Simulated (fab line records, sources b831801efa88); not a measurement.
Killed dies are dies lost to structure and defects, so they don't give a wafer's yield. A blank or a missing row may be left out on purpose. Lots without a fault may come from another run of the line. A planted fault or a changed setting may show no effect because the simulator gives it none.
fab line records | flow sky130
record lots=7 wafers=21 last_day=50
route steps=708 shown NWELL@75 PWDE@84 VT_ADJUST_HVTP@85 VT_ADJUST_LVTN@97 PAD_OPEN@708
lots that met no fault: from a run of the same line without faults
start_h: hours from the record's first day to the start of the lot's first wafer shown | wait_h: hours since the lot's step before | " the same as in the row above | L1.1+2: a row that stands for several wafers | - no value, or no start given | * or withheld: withheld | < > ~ a bound
route shown NAME@n: a module of which the file shows steps, and the number in the route of the first | usual: mean/standard deviation of fault-free wafers | same: alike in all rows | chamber/n: place in a boat | sites: the reading at each site | _std_site: their standard deviation | _edge_site: outer sites' mean less inner sites' | radius_mm: how far each site lies from the wafer's centre | mask NAME#n: copy n | behind: the tool/chamber that last shaped the wafer | hold: why the lot was held/for how many hours/how that ended | device: the transistor (n, p or np) that didn't switch | end of line: the same wafers' tests at the end of the route | a step without rows: its recipe alone | killed: dies lost to structure and defects at the first sort, not the wafer's yield | map: a wafer's dies, x killed, . not, _ none there
set.NAME: the setting as run; set.NAME@STEP: as run at that earlier step | model.NAME: the simulator's own value behind a step, which no gauge read
lots at some steps of the route; a table a step, a row a wafer
services: from which hour (start_h, from the record's first day; less than 0 if before it) a tool's chamber was out of use, for how many hours, and why
## steps
# step SKY_NWELL_DEVELOP_22
# recipe wall_angle_deg=90 developer=TMAH develop_time_s=60 dev_temp_c=23
# step SKY_NWELL_OVL_MEAS_23
# usual NWELL_01_OVL=-0.8/1.5
# columns lot.wafer tool chamber start_h wait_h NWELL_01_OVL[nm]
L997.1 overlay-02 - 127.56 - 0.6
L997.4 " - " " 0.4
L997.5 " - " " -0.8
L998.2 overlay-01 - 133.02 - -0.2
L998.4 " - " " -1.6
L998.6 " - " " -0.3
L106.2 overlay-01 - 184.03 - -0.6
L106.3 " - " " -1.0
L106.6 " - " " 0.1
L107.3 overlay-01 - 188.28 - 1.4
L107.4 " - " " 0.6
L107.5 " - " " 0.7
L108.3 overlay-02 - 192.53 - -0.4
L108.4 " - " " -0.5
L108.6 " - " " 0.2
L110.1 overlay-01 - 208.87 - -1.3
L110.3 " - " " -0.9
L110.4 " - " " -1.1
L114.1 overlay-01 - 233.77 - 0.5
L114.3 " - " " -0.7
L114.5 " - " " 0.9
# step SKY_NWELL_IMPLANT_24
# recipe species=B energy_kev=140 dose_cm2=9.2e+12 tilt_deg=withheld
# step SKY_NWELL_STRIP_25
# recipe chemistry=O2/N2 power_w=1400 pressure_mtorr=1500 platen_temp_c=withheld o2_flow_sccm=3000 n2_flow_sccm=300 overash_fraction=0.5
# usual drypump_motor_current_A=5.93/0.29 oes_product_au=0.722/0.0042 strip_time_to_endpoint_s=36.74/0.12
# columns lot.wafer tool chamber start_h wait_h drypump_motor_current_A oes_product_au rf_hours_counter_h strip_time_to_endpoint_s
L997.1 plasma_asher-01 0 127.75 0.1 6.24 0.727 1 36.65
L997.4 " 1 " " 5.43 0.729 - 36.55
L997.5 " 0 " " 6.25 0.724 - 36.64
L998.2 plasma_asher-04 1 133.20 0.1 6.03 0.725 40 36.80
L998.4 " 1 " " 6.04 0.724 - 36.71
L998.6 " 1 " " 6.06 0.725 - 36.84
L106.2 plasma_asher-04 0 184.21 0.1 6.10 0.729 45 36.59
L106.3 " 0 " " 6.11 0.730 - 36.81
L106.6 " 1 " " 6.04 0.713 - 36.79
L107.3 plasma_asher-01 0 188.48 0.1 6.27 0.725 - 36.74
L107.4 " 1 " " 5.41 0.725 - 36.59
L107.5 " 1 " " 5.40 0.722 - 36.73
L108.3 plasma_asher-01 1 192.74 0.1 5.43 0.719 - 36.75
L108.4 " 0 " " 6.27 0.721 - 36.86
L108.6 " 0 " " 6.28 0.721 - 36.86
L110.1 plasma_asher-04 0 209.05 0.1 6.11 0.732 46 36.68
L110.3 " 0 " " 6.09 0.723 - 36.62
L110.4 " 1 " " 6.04 0.719 - 36.74
L114.1 plasma_asher-04 1 233.95 0.1 6.04 0.730 48 36.76
L114.3 " 1 " " 6.03 0.719 - 36.81
L114.5 " 0 " " 6.09 0.730 - 36.73
# step SKY_NWELL_TW_MEAS_26
# usual NWELL_2_TW=496/3.6
# columns lot.wafer tool chamber start_h wait_h NWELL_2_TW
L997.1 film_metro-04 - 127.85 0.1 503
L997.4 " - " " 499
L997.5 " - " " 501
L998.2 film_metro-01 - 133.31 0.1 494
L998.4 " - " " 492
L998.6 " - " " 494
L106.2 film_metro-01 - 184.32 0.1 495
L106.3 " - " " 493
L106.6 " - " " 494
L107.3 film_metro-01 - 188.57 0.1 491
L107.4 " - " " 491
L107.5 " - " " 493
L108.3 film_metro-03 - 192.83 0.1 495
L108.4 " - " " 493
L108.6 " - " " 495
L110.1 film_metro-01 - 209.15 0.1 495
L110.3 " - " " 494
L110.4 " - " " 493
L114.1 film_metro-01 - 234.05 0.1 491
L114.3 " - " " 492
L114.5 " - " " 490
# step SKY_NWELL_CLEAN_27
# recipe chemistry=SC1/SC2 mix=1:4:20 temp_c=70 time_s=150 dry=n2_spin
# step SKY_NWELL_RTA_28
# recipe temp_c=1050 time_s=30 idle_temp_c=650 ramp_up_c_per_s=150 ramp_down_c_per_s=90 ambient=N2
# usual lamp_power_pct=25.30/0.051 wafer_temp_C_max=1055.0/1.1
# same time_s=30
# columns lot.wafer tool chamber start_h wait_h lamp_power_pct wafer_temp_C_max
L997.1 rtp_anneal-01 0 127.96 0.0 25.40 1053.7
L997.4 " 0 " " 25.33 1056.4
L997.5 " 0 " " 25.32 1053.3
L998.2 rtp_anneal-02 0 133.43 0.0 25.32 1053.7
L998.4 " 0 " " 25.27 1054.9
L998.6 " 0 " " 25.30 1056.8
L106.2 rtp_anneal-01 0 184.43 0.0 25.36 1056.4
L106.3 " 0 " " 25.28 1053.6
L106.6 " 0 " " 25.31 1055.2
L107.3 rtp_anneal-02 0 188.69 0.0 25.29 1055.8
L107.4 " 0 " " 25.18 1054.1
L107.5 " 0 " " 25.42 1054.6
L108.3 rtp_anneal-02 0 192.95 0.0 25.23 1056.5
L108.4 " 0 " " 25.28 1055.0
L108.6 " 0 " " 25.28 1055.2
L110.1 rtp_anneal-01 0 209.26 0.0 25.33 1055.0
L110.3 " 0 " " 25.36 1055.7
L110.4 " 0 " " 25.30 1054.7
L114.1 rtp_anneal-02 0 234.17 0.0 25.28 1054.9
L114.3 " 0 " " 25.34 1054.5
L114.5 " 0 " " 25.26 1053.8
# step SKY_NWELL_RS_MEAS_29
# recipe thk_meas_gauge=four-point-probe
# usual NWELL_RS=625.0/1.4
# columns lot.wafer tool chamber start_h wait_h NWELL_RS[ohm/sq]
L997.1 film_metro-03 - 128.06 0.1 626.3
L997.4 " - " " 626.7
L997.5 " - " " 625.8
L998.2 film_metro-03 - 133.53 0.1 623.0
L998.4 " - " " 625.9
L998.6 " - " " 625.1
L106.2 film_metro-04 - 184.54 0.1 625.5
L106.3 " - " " 626.2
L106.6 " - " " 626.2
L107.3 film_metro-03 - 188.80 0.1 624.0
L107.4 " - " " 624.3
L107.5 " - " " 625.9
L108.3 film_metro-01 - 193.06 0.1 621.2
L108.4 " - " " 624.5
L108.6 " - " " 624.2
L110.1 film_metro-04 - 209.36 0.1 624.7
L110.3 " - " " 623.7
L110.4 " - " " 623.0
L114.1 film_metro-03 - 234.27 0.1 624.1
L114.3 " - " " 623.8
L114.5 " - " " 625.3
# step SKY_NWELL_RS_MEAS_31
# recipe thk_meas_gauge=four-point-probe
# usual PWDE_RS=5282/19
# columns lot.wafer tool chamber start_h wait_h PWDE_RS[ohm/sq]
L997.1 film_metro-03 - 128.30 0.1 5256
L997.4 " - " " 5284
L997.5 " - " " 5272
L998.2 film_metro-03 - 133.77 0.1 5248
L998.4 " - " " 5272
L998.6 " - " " 5251
L106.2 film_metro-04 - 184.78 0.1 5291
L106.3 " - " " 5272
L106.6 " - " " 5276
L107.3 film_metro-03 - 189.04 0.1 5268
L107.4 " - " " 5277
L107.5 " - " " 5277
L108.3 film_metro-01 - 193.30 0.1 5252
L108.4 " - " " 5266
L108.6 " - " " 5250
L110.1 film_metro-04 - 209.60 0.1 5269
L110.3 " - " " 5296
L110.4 " - " " 5304
L114.1 film_metro-03 - 234.51 0.1 5282
L114.3 " - " " 5270
L114.5 " - " " 5264
# step SKY_VT_ADJUST_HVTP_DEHYDRATE_00
# recipe temp_c=200 time_s=60
# step SKY_VT_ADJUST_HVTP_HMDS_01
# recipe prime_time_s=60 prime_temp_c=120
# step SKY_VT_ADJUST_HVTP_COAT_02
# recipe resist=NOVOLAK spin_rpm=3000 resist_thk_nm=1140
# usual chill_plate_temp_C=22.99/0.11 dispense_pressure_kPa=53.4/1.7
# columns lot.wafer tool chamber start_h wait_h chill_plate_temp_C dispense_pressure_kPa
L997.1 litho_track-02 0 137.76 0.1 22.91 54.6
L997.4 " 0 " " 22.86 54.6
L997.5 " 0 " " 22.91 54.6
L998.2 litho_track-03 0 142.44 0.1 22.98 53.9
L998.4 " 0 " " 22.83 53.9
L998.6 " 0 " " 22.98 53.9
L106.2 litho_track-03 - 195.59 0.1 - -
L106.3 " - " " - -
L106.6 " - " " - -
L107.3 litho_track-03 - 199.42 0.1 - -
L107.4 " - " " - -
L107.5 " - " " - -
L108.3 litho_track-04 - 203.40 0.1 - -
L108.4 " - " " - -
L108.6 " - " " - -
L110.1 litho_track-02 0 220.81 0.1 23.09 54.6
L110.3 " 0 " " 23.11 54.5
L110.4 " 0 " " 23.08 54.6
L114.1 litho_track-02 0 245.96 0.1 23.05 54.6
L114.3 " 0 " " 23.01 54.6
L114.5 " 0 " " 23.03 54.6
# step SKY_VT_ADJUST_HVTP_SOFTBAKE_03
# recipe temp_c=90 time_s=60 resist=NOVOLAK
# step SKY_VT_ADJUST_HVTP_EXPOSE_04
# recipe mask_id=HVTPM na=0.6 source_shape=conventional sigma_outer=0.6 polarization=unpolarized target_cd_nm=380 dose_mj=140
# step SKY_VT_ADJUST_HVTP_PEB_05
# recipe temp_c=withheld time_s=* resist=NOVOLAK
# step SKY_VT_ADJUST_HVTP_DEVELOP_06
# recipe resist=NOVOLAK developer=TMAH develop_time_s=60 dev_temp_c=23
# step SKY_VT_ADJUST_HVTP_CD_MEAS_07
# recipe target_cd_nm=380
# usual cd_nm=380/3
# columns lot.wafer tool chamber start_h wait_h cd_nm
L997.1 cd_sem-02 - 147.56 0.1 384
L997.4 " - " " 380
L997.5 " - " " 384
L998.2 cd_sem-01 - 153.07 0.1 377
L998.4 " - " " 379
L998.6 " - " " 378
L106.2 cd_sem-02 - 206.18 0.1 -
L106.3 " - " " -
L106.6 " - " " -
L107.3 cd_sem-02 - 209.90 0.1 -
L107.4 " - " " -
L107.5 " - " " -
L108.3 cd_sem-01 - 213.84 0.1 -
L108.4 " - " " -
L108.6 " - " " -
L110.1 cd_sem-02 - 231.90 0.1 384
L110.3 " - " " 382
L110.4 " - " " 386
L114.1 cd_sem-02 - 257.85 0.1 381
L114.3 " - " " 379
L114.5 " - " " 380
# step SKY_VT_ADJUST_HVTP_OVL_MEAS_08
# usual VT_ADJUST_HVTP_OVL=1.6/1.2
# columns lot.wafer tool chamber start_h wait_h VT_ADJUST_HVTP_OVL[nm]
L997.1 overlay-02 - 147.68 0.1 1.8
L997.4 " - " " 2.4
L997.5 " - " " 1.5
L998.2 overlay-01 - 153.18 0.1 1.7
L998.4 " - " " 0.9
L998.6 " - " " 1.2
L106.2 overlay-01 - 206.29 0.1 -
L106.3 " - " " -
L106.6 " - " " -
L107.3 overlay-02 - 210.00 0.1 -
L107.4 " - " " -
L107.5 " - " " -
L108.3 overlay-02 - 213.93 0.1 -
L108.4 " - " " -
L108.6 " - " " -
L110.1 overlay-02 - 232.02 0.1 3.3
L110.3 " - " " 3.7
L110.4 " - " " 2.3
L114.1 overlay-02 - 257.97 0.1 1.2
L114.3 " - " " 2.5
L114.5 " - " " 2.7
# step SKY_VT_ADJUST_HVTP_IMPLANT_09
# recipe species=As energy_kev=150 dose_cm2=4.3e+12 tilt_deg=withheld
# step SKY_VT_ADJUST_HVTP_STRIP_10
# recipe chemistry=O2/N2 power_w=1400 pressure_mtorr=1537 platen_temp_c=withheld o2_flow_sccm=3000 n2_flow_sccm=300 overash_fraction=0.5
# usual drypump_motor_current_A=5.7/0.47 oes_product_au=0.719/0.0045 strip_time_to_endpoint_s=14.08/0.046
# columns lot.wafer tool chamber start_h wait_h drypump_motor_current_A oes_product_au rf_hours_counter_h strip_time_to_endpoint_s
L997.1 plasma_asher-04 0 147.87 0.1 6.1 0.718 42 14.06
L997.4 " 0 " " 6.1 0.720 - 14.00
L997.5 " 1 " " 6.0 0.713 - 14.02
L998.2 plasma_asher-01 0 153.36 0.1 6.3 0.720 4 14.13
L998.4 " 1 " " 5.4 0.718 - 14.13
L998.6 " 1 " " 5.4 0.724 - 14.10
L106.2 plasma_asher-04 1 206.47 0.1 6.1 - 46 -
L106.3 " 0 " " 6.1 - - -
L106.6 " 0 " " 6.1 - - -
L107.3 plasma_asher-01 0 210.20 0.1 6.2 - - -
L107.4 " 1 " " 5.5 - - -
L107.5 " 1 " " 5.4 - - -
L108.3 plasma_asher-02 0 214.14 0.1 5.8 - - -
L108.4 " 1 " " 4.9 - - -
L108.6 " 0 " " 5.8 - - -
L110.1 plasma_asher-01 1 232.21 0.1 5.4 0.723 12 14.17
L110.3 " 0 " " 6.3 0.726 - 14.11
L110.4 " 1 " " 5.4 0.726 - 14.17
L114.1 plasma_asher-04 1 258.16 0.1 6.0 0.711 51 14.03
L114.3 " 1 " " 6.0 0.727 - 14.07
L114.5 " 0 " " 6.1 0.724 - 14.07
# step SKY_VT_ADJUST_HVTP_TW_MEAS_11
# usual VT_ADJUST_HVTP_TW=1349/5.9
# columns lot.wafer tool chamber start_h wait_h VT_ADJUST_HVTP_TW
L997.1 film_metro-01 - 147.97 0.1 1351
L997.4 " - " " 1359
L997.5 " - " " 1355
L998.2 film_metro-01 - 153.47 0.1 1353
L998.4 " - " " 1350
L998.6 " - " " 1346
L106.2 film_metro-03 - 206.58 0.1 1349
L106.3 " - " " 1356
L106.6 " - " " 1354
L107.3 film_metro-01 - 210.29 0.1 1344
L107.4 " - " " 1346
L107.5 " - " " 1341
L108.3 film_metro-01 - 214.23 0.1 1336
L108.4 " - " " 1348
L108.6 " - " " 1345
L110.1 film_metro-01 - 232.31 0.1 1344
L110.3 " - " " 1349
L110.4 " - " " 1347
L114.1 film_metro-02 - 258.26 0.1 1349
L114.3 " - " " 1355
L114.5 " - " " 1360
# step SKY_VT_ADJUST_LVTN_DEHYDRATE_00
# recipe temp_c=200 time_s=60
# step SKY_VT_ADJUST_LVTN_HMDS_01
# recipe prime_time_s=60 prime_temp_c=120
# step SKY_VT_ADJUST_LVTN_COAT_02
# recipe spin_rpm=2000 resist_thk_nm=3000
# step SKY_VT_ADJUST_LVTN_SOFTBAKE_03
# recipe temp_c=110 time_s=withheld
# step SKY_VT_ADJUST_LVTN_EXPOSE_04
# recipe mask_id=NWM_COMPLEMENT_LESS_NATIVE na=0.6 source_shape=conventional sigma_outer=0.6 polarization=unpolarized target_cd_nm=840 dose_mj=194
# step SKY_VT_ADJUST_LVTN_PEB_05
# recipe temp_c=115 time_s=withheld
# step SKY_VT_ADJUST_LVTN_DEVELOP_06
# recipe wall_angle_deg=90 developer=TMAH develop_time_s=60 dev_temp_c=23
# step SKY_VT_ADJUST_LVTN_OVL_MEAS_07
# usual VT_ADJUST_LVTN_OVL=1.1/0.95
# columns lot.wafer tool chamber start_h wait_h VT_ADJUST_LVTN_OVL[nm]
L997.1 overlay-02 - 167.32 - 0.8
L997.4 " - " " 2.0
L997.5 " - " " 0.0
L998.2 overlay-01 - 173.46 - 2.1
L998.4 " - " " 0.7
L998.6 " - " " 0.7
L106.2 overlay-01 - 229.02 - 0.7
L106.3 " - " " 2.3
L106.6 " - " " 1.7
L107.3 overlay-01 - 233.16 - 0.6
L107.4 " - " " 0.0
L107.5 " - " " 2.1
L108.3 overlay-02 - 236.93 - 2.9
L108.4 " - " " 2.8
L108.6 " - " " 3.0
L110.1 overlay-01 - 255.82 - 2.2
L110.3 " - " " 1.7
L110.4 " - " " 0.2
L114.1 overlay-01 - 282.56 - 1.7
L114.3 " - " " 1.7
L114.5 " - " " 0.3
# step SKY_VT_ADJUST_LVTN_IMPLANT_08
# recipe species=B energy_kev=30 dose_cm2=1.57e+12 tilt_deg=withheld
# step SKY_VT_ADJUST_LVTN_STRIP_09
# recipe chemistry=O2/N2 power_w=1400 pressure_mtorr=1500 platen_temp_c=withheld o2_flow_sccm=3000 n2_flow_sccm=300 overash_fraction=0.5
# usual drypump_motor_current_A=5.7/0.43 oes_product_au=0.722/0.0044 strip_time_to_endpoint_s=36.93/0.089
# columns lot.wafer tool chamber start_h wait_h drypump_motor_current_A oes_product_au rf_hours_counter_h strip_time_to_endpoint_s
L997.1 plasma_asher-01 0 167.50 0.1 6.3 0.726 5 36.85
L997.4 " 0 " " 6.3 0.727 - 36.93
L997.5 " 1 " " 5.4 0.723 - 36.90
L998.2 plasma_asher-01 0 173.64 0.1 6.3 0.724 6 36.79
L998.4 " 1 " " 5.4 0.720 - 36.81
L998.6 " 0 " " 6.3 0.718 - 36.90
L106.2 plasma_asher-03 1 229.20 0.1 5.9 0.725 42 37.05
L106.3 " 1 " " 6.0 0.718 - 37.04
L106.6 " 0 " " 5.6 0.710 - 37.12
L107.3 plasma_asher-02 1 233.37 0.1 4.9 0.726 - 37.01
L107.4 " 0 " " 5.9 0.719 - 37.07
L107.5 " 1 " " 4.9 0.719 - 36.93
L108.3 plasma_asher-02 1 237.13 0.1 4.9 0.719 - 36.90
L108.4 " 0 " " 5.8 0.726 - 36.90
L108.6 " 1 " " 4.9 0.728 - 36.92
L110.1 plasma_asher-03 0 256.00 0.1 5.6 0.718 44 36.97
L110.3 " 1 " " 5.9 0.716 - 37.03
L110.4 " 0 " " 5.6 0.720 - 37.02
L114.1 plasma_asher-01 0 282.75 0.1 6.2 0.726 17 36.89
L114.3 " 0 " " 6.2 0.727 - 36.86
L114.5 " 0 " " 6.3 0.717 - 36.90
# step SKY_VT_ADJUST_LVTN_TW_MEAS_10
# usual VT_ADJUST_LVTN_TW=241.3/1.8
# columns lot.wafer tool chamber start_h wait_h hold VT_ADJUST_LVTN_TW
L997.1 film_metro-02 - 167.60 0.1 - 239.7
L997.4 " - " " - 239.2
L997.5 " - " " - 240.5
L998.2 film_metro-02 - 173.75 0.1 - 238.9
L998.4 " - " " - 239.8
L998.6 " - " " - 240.3
L106.2 film_metro-02 - 229.31 0.1 await_dispo/0.2h/release 1349.3
L106.3 " - " " await_dispo/0.2h/release 1345.0
L106.6 " - " " await_dispo/0.2h/release 1345.5
L106.2 film_metro-02 - 229.54 0.2 - 1334.6
L106.3 " - " " - 1347.1
L106.6 " - " " - 1347.0
L107.3 film_metro-01 - 233.46 0.1 await_dispo/0.2h/release 1349.3
L107.4 " - " " await_dispo/0.2h/release 1352.4
L107.5 " - " " await_dispo/0.2h/release 1349.1
L107.3 film_metro-01 - 233.68 0.2 - 1353.3
L107.4 " - " " - 1348.1
L107.5 " - " " - 1345.7
L108.3 film_metro-04 - 237.22 0.1 await_dispo/0.2h/release 1362.4
L108.4 " - " " await_dispo/0.2h/release 1366.9
L108.6 " - " " await_dispo/0.2h/release 1368.8
L108.3 film_metro-04 - 237.45 0.2 - 1363.6
L108.4 " - " " - 1372.0
L108.6 " - " " - 1371.4
L110.1 film_metro-04 - 256.10 0.1 - 243.8
L110.3 " - " " - 243.6
L110.4 " - " " - 243.0
L114.1 film_metro-01 - 282.85 0.1 - 239.7
L114.3 " - " " - 239.2
L114.5 " - " " - 240.2
# step SKY_PAD_OPEN_PROBE_99
# usual defect_limited_yield=82.6/1.9 killed_at_M0_to_M3=43/5.9 killed_at_M4_up=2.9/1.5 killed_at_contacts=24/5 killed_at_front_end=15/4.8 killed_at_other=0.2/0.5 killed_dies=86/9.3 killed_open=47/7.1 killed_short=38/6.3 sort_bin_3_pad_short=0.8/0.42 sort_bin_5_function=10.2/1.4 sort_bin_6_memory=6.4/1.1 sort_n_pass=406/9.3 sort_yield_pct=82.6/1.9
# same gross_dies=492 killed_at_back_side=0 sort_bin_4_leakage[%]=0 sort_bin_8_speed[%]=0
# columns lot.wafer tool chamber start_h wait_h defect_limited_yield[%] killed_at_M0_to_M3 killed_at_M4_up killed_at_contacts killed_at_front_end killed_at_other killed_dies killed_open killed_short sort_bin_3_pad_short[%] sort_bin_5_function[%] sort_bin_6_memory[%] sort_n_pass sort_yield_pct[%]
L997.1 prober-01 - 1101.74 0.1 80.1 50 1 29 18 0 98 60 38 0.8 12.8 6.3 394 80.1
L997.4 prober-01 - 1101.89 0.2 85.2 41 2 23 7 0 73 45 28 0 7.9 6.9 419 85.2
L997.5 prober-01 - 1101.94 0.2 85.4 40 1 19 11 1 72 45 27 0.4 10.0 4.3 420 85.4
L110.1 prober-01 - 1183.52 0.1 84.8 36 0 24 15 0 75 46 29 0.4 9.8 5.1 417 84.8
L110.3 prober-01 - 1183.62 0.2 83.7 43 2 19 16 0 80 45 35 0.2 11.4 4.7 412 83.7
L110.4 prober-01 - 1183.67 0.2 82.9 46 2 22 13 1 84 46 38 0.8 10.6 5.7 408 82.9
L114.1 prober-01 - 1197.46 0.1 82.5 40 2 29 15 0 86 44 42 1.0 10.8 5.7 406 82.5
L114.3 prober-01 - 1197.56 0.2 81.5 45 4 28 14 0 91 51 40 1.0 10.0 7.5 401 81.5
L114.5 prober-01 - 1197.66 0.2 86.6 33 3 17 13 0 66 36 30 0.2 7.7 5.5 426 86.6
# killed by level:class
L997.1 VIA1:geometric_particle:open=16 LI_CONTACT:geometric_particle:open=10 CONTACT:geometric_particle:short=8 POLY_GATE:geometric_particle:short=7 VIA3:geometric_particle:open=7 VIA1:geometric_particle:short=7 CONTACT:geometric_particle:open=7 VIA2:geometric_particle:open=6
L997.4 VIA1:geometric_particle:open=13 CONTACT:geometric_particle:open=9 METAL1:geometric_particle:short=6 LI_CONTACT:geometric_particle:open=5 CONTACT:geometric_particle:short=5 VIA1:geometric_particle:short=4 METAL2:geometric_particle:short=3 METAL2:geometric_particle:open=3
L997.5 VIA1:geometric_particle:open=14 CONTACT:geometric_particle:open=12 METAL1:geometric_particle:short=8 POLY_GATE:geometric_particle:open=5 LI_CONTACT:geometric_particle:open=5 METAL2:geometric_particle:short=5 POLY_GATE:geometric_particle:short=3 VIA1:geometric_particle:short=3
L110.1 CONTACT:geometric_particle:open=10 VIA1:geometric_particle:open=10 VIA3:geometric_particle:open=9 FIELD_ISO:geometric_particle:open=7 VIA1:geometric_particle:short=6 LI_CONTACT:geometric_particle:open=5 LOCAL_INTERCONNECT:geometric_particle:short=4 METAL2:geometric_particle:short=4
L110.3 VIA1:geometric_particle:open=10 VIA1:geometric_particle:short=7 VIA3:geometric_particle:open=7 FIELD_ISO:geometric_particle:open=6 CONTACT:geometric_particle:open=6 METAL2:geometric_particle:short=6 POLY_GATE:geometric_particle:open=5 LI_CONTACT:geometric_particle:open=4
L110.4 VIA1:geometric_particle:open=13 CONTACT:geometric_particle:open=8 METAL2:geometric_particle:short=7 CONTACT:geometric_particle:short=6 VIA3:geometric_particle:open=5 VIA2:geometric_particle:open=5 LI_CONTACT:geometric_particle:open=4 FIELD_ISO:geometric_particle:open=3
L114.1 LI_CONTACT:geometric_particle:open=11 VIA3:geometric_particle:short=7 VIA2:geometric_particle:open=7 CONTACT:geometric_particle:open=5 LOCAL_INTERCONNECT:geometric_particle:short=5 METAL1:geometric_particle:short=5 VIA3:geometric_particle:open=5 VIA1:geometric_particle:open=4
L114.3 VIA1:geometric_particle:open=12 LI_CONTACT:geometric_particle:open=8 CONTACT:geometric_particle:short=8 VIA1:geometric_particle:short=7 VIA3:geometric_particle:open=7 VIA2:geometric_particle:open=6 CONTACT:geometric_particle:open=5 FIELD_ISO:geometric_particle:open=4
L114.5 VIA1:geometric_particle:open=7 CONTACT:geometric_particle:open=7 VIA3:geometric_particle:open=6 LI_CONTACT:geometric_particle:open=5 VIA3:geometric_particle:short=5 METAL1:geometric_particle:short=4 VIA1:geometric_particle:short=4 FIELD_ISO:geometric_particle:open=3
## services
# columns tool chamber start_h hours kind
plasma_asher-01 - 108.75 9.0 pm
plasma_asher-01 0 108.75 9.0 vent_cycle
plasma_asher-01 1 108.75 9.0 vent_cycle
plasma_asher-01 0 117.75 - clean
plasma_asher-01 1 117.75 - clean
plasma_asher-03 - 144.35 6.9 repair
rtp_anneal-01 - 145.33 13.0 repair
plasma_asher-04 - 162.61 2.8 pm
plasma_asher-04 - 184.66 18.0 repair
rtp_anneal-01 - 189.48 8.3 pm
plasma_asher-03 - 243.60 2.8 pm
## key
first_sign step=SKY_VT_ADJUST_HVTP_COAT_02 reading=tool_record direction=missing
effect step=SKY_VT_ADJUST_HVTP_CD_MEAS_07 reading=cd_nm direction=missing
effect step=SKY_VT_ADJUST_HVTP_OVL_MEAS_08 reading=VT_ADJUST_HVTP_OVL direction=missing
effect step=SKY_VT_ADJUST_LVTN_TW_MEAS_10 reading=visit direction=added
effect step=SKY_VT_ADJUST_LVTN_TW_MEAS_10 reading=VT_ADJUST_LVTN_TW direction=up sigmas=99+ usual=241.3 struck=1354.3
met_at SKY_VT_ADJUST_HVTP_COAT_02
struck_wafers L106.2,L106.3,L106.6,L107.3,L107.4,L107.5,L108.3,L108.4,L108.6
scrapped_behind SKY_VT_ADJUST_LVTN_TW_MEAS_10 L106.2,L106.3,L106.6,L107.3,L107.4,L107.5,L108.3,L108.4,L108.6
onset_between 142.44 195.59
fault kind=skipped_step_whole tool=litho_track-03,litho_track-04 chamber=- onset_h=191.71 steps=SKY_VT_ADJUST_HVTP_COAT_02 scope=struck_lots_only
